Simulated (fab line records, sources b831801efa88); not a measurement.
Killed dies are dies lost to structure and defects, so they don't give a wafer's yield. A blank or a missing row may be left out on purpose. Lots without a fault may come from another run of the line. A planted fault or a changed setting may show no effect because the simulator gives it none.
Chamber matching | flow sky130 | SKY_POLY_CUT_ETCH_11 on rie_diel-01: 4 sister chambers
The step etches Si3N4 in CF4/CH2F2/Ar, stops on poly-Si, time 42.5 s, target depth 60 nm. 8 wafers are shown with their chamber, then 12 later ones without.

WAFERS WITH THEIR CHAMBER
wafer  | chamber | throttle_valve_pct (%) | oes_product_au (a.u.)
L083.6 | 2       | 15.008                 | 0.839
L084.3 | 0       | 15.001                 | 0.824
L085.3 | 2       | 14.989                 | 0.822
L085.4 | 3       | 15.011                 | 0.825
L085.5 | 1       | 14.998                 | 0.824
L086.1 | 0       | 15.002                 | 0.829
L086.4 | 3       | 14.998                 | 0.838
L086.6 | 1       | 14.991                 | 0.826

WAFERS WITHOUT THEIR CHAMBER
wafer  | throttle_valve_pct (%) | oes_product_au (a.u.)
L092.1 | 14.995                 | 0.813
L092.2 | 15.003                 | 0.811
L092.4 | 15.004                 | 0.817
L091.3 | 15.007                 | 0.835
L091.5 | 14.996                 | 0.833
L091.6 | 15.003                 | 0.837
L096.2 | 14.994                 | 0.832
L096.3 | 14.997                 | 0.836
L096.6 | 14.998                 | 0.833
L097.2 | 14.997                 | 0.822
L097.4 | 15.000                 | 0.837
L097.6 | 14.997                 | 0.830

WHICH CHAMBER EACH WENT THROUGH
wafer  | from the rows above               | in truth
L092.1 | can't be placed: 1 or 0 or 2 or 3 | 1
L092.2 | can't be placed: 0 or 1 or 2 or 3 | 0
L092.4 | can't be placed: 0 or 1 or 2 or 3 | 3
L091.3 | can't be placed: 3 or 2 or 0 or 1 | 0
L091.5 | can't be placed: 2 or 3 or 1 or 0 | 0
L091.6 | can't be placed: 3 or 2 or 0 or 1 | 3
L096.2 | can't be placed: 2 or 1 or 0 or 3 | 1
L096.3 | can't be placed: 2 or 3 or 0 or 1 | 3
L096.6 | can't be placed: 2 or 3 or 0 or 1 | 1
L097.2 | can't be placed: 1 or 0 or 2 or 3 | 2
L097.4 | can't be placed: 2 or 3 or 0 or 1 | 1
L097.6 | can't be placed: 2 or 0 or 1 or 3 | 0
Placed correctly: 0 of 12. Can't be placed from these rows: 12 (the true chamber is among the candidates in 12). Placed wrongly: 0.
How it was worked out, from the rows above alone: a wafer's distance from a chamber is the root of the sum, over the readings, of the square of ((its reading less the chamber's mean) divided by the reading's scatter). The wafer belongs to the nearest chamber; if the next one is less than 2 further off, it can't be placed. A chamber's mean is the mean of its shown wafers. The scatter: the root of (the sum of the squares of (reading less its chamber's mean) over the shown wafers, divided by (wafers less chambers)).
